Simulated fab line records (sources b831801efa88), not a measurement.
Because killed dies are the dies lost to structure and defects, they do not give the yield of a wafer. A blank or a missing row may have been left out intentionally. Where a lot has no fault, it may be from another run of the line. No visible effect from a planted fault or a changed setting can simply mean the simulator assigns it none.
Chamber matching ; flow gf180mcu ; GF_V4_CMP_26 on cmp-01 has 4 sister chambers
The step polishes, stops on SiO2, t overpolish 15 s, target thk 0 nm. 4 wafers are shown with their chamber, then 8 later ones without.

## EACH WAFER AND ITS CHAMBER
wafer;chamber;motor-current-A (A)
L705.5;1;12.1
L720.1;2;9.1
L720.2;0;9.8
L722.1;3;10.9

## WAFERS WITHOUT THEIR CHAMBER
wafer;motor-current-A (A)
L722.3;12.7
L722.4;9.3
L723.3;13.3
L723.4;9.8
L723.5;10.3
L724.3;12.1
L724.5;12.8
L724.6;9.7

## EACH ONE'S CHAMBER
wafer;from the rows above;in truth
L722.3;1;1
L722.4;can't be placed: 2 or 0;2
L723.3;1;1
L723.4;can't be placed: 0 or 2 or 3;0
L723.5;can't be placed: 0 or 3 or 2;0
L724.3;1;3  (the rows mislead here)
L724.5;1;1
L724.6;can't be placed: 0 or 2 or 3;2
3 of 8 placed correctly. These rows do not allow placing 4 (true chamber among the candidates in 4). Number placed wrongly: 1.
How it was worked out, from the rows above alone: a wafer's distance from a chamber is the root of the sum, over the readings, of the square of ((its reading less the chamber's mean) divided by the reading's scatter). If the next closest chamber is less than 2 further off than the closest, the wafer can't be placed; otherwise it belongs to the closest. Each chamber's mean is taken over the wafers shown for it. The scatter (one wafer shown for each chamber): square how far every hidden wafer sits from the nearest shown wafer, average those squares and take the square root.
